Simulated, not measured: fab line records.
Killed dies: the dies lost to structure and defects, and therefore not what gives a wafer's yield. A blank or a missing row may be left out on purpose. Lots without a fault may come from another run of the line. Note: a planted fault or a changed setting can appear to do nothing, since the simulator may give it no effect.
Chamber matching + flow sky130 + SKY_VIA4_CMP_02 on cmp-01 has 4 sister chambers
The step polishes SiO2. 18 wafers are shown with their chamber, then 9 later ones without.

WAFERS WITH THEIR CHAMBER
| wafer  | chamber | motor_current_A (A) |
|--------|---------|---------------------|
| L712.2 | 0       | 12.5                |
| L712.3 | 3       | 13.8                |
| L712.6 | 2       | 12.2                |
| L716.2 | 0       | 11.7                |
| L716.3 | 1       | 10.9                |
| L716.6 | 0       | 11.5                |
| L727.3 | 1       | 10.1                |
| L727.5 | 3       | 14.6                |
| L727.6 | 0       | 11.4                |
| L728.2 | 3       | 14.2                |
| L728.3 | 2       | 12.4                |
| L728.5 | 3       | 14.7                |
| L730.2 | 0       | 11.6                |
| L730.5 | 3       | 14.2                |
| L730.6 | 2       | 13.0                |
| L731.1 | 0       | 11.1                |
| L731.4 | 2       | 12.4                |
| L731.5 | 3       | 14.4                |

SIGNATURES, as means of the wafers listed above
| reading         | chamber 0 | chamber 1 | chamber 2 | chamber 3 | scatter within a chamber |
|-----------------|-----------|-----------|-----------|-----------|--------------------------|
| motor_current_A | 11.633    | 10.500    | 12.500    | 14.317    | 0.407                    |
Rule: a wafer's distance from a chamber is the root of the sum, over the readings, of the square of ((its reading less the chamber's mean) divided by the reading's scatter). If the next closest chamber is less than 2 further off than the closest, the wafer can't be placed; otherwise it belongs to the closest. The scatter: the root of (the sum of the squares of (reading less its chamber's mean) over the shown wafers, divided by (wafers less chambers)).

WAFERS WITHOUT THEIR CHAMBER
| wafer  | motor_current_A (A) |
|--------|---------------------|
| L732.2 | 11.3                |
| L732.4 | 13.2                |
| L732.5 | 10.1                |
| L734.1 | 11.7                |
| L734.3 | 13.8                |
| L734.6 | 12.0                |
| L733.1 | 14.4                |
| L733.5 | 11.9                |
| L733.6 | 10.9                |

CHAMBER TAKEN BY EACH
| wafer  | from the rows above     | in truth |
|--------|-------------------------|----------|
| L732.2 | can't be placed: 0 or 1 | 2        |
| L732.4 | can't be placed: 2 or 3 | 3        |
| L732.5 | 1                       | 1        |
| L734.1 | can't be placed: 0 or 2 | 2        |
| L734.3 | can't be placed: 3 or 2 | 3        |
| L734.6 | can't be placed: 0 or 2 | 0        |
| L733.1 | 3                       | 3        |
| L733.5 | can't be placed: 0 or 2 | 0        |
| L733.6 | can't be placed: 1 or 0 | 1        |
Correct placement for 2 of the 9. These rows do not allow placing 7 (true chamber among the candidates in 6). 0 placed wrongly.
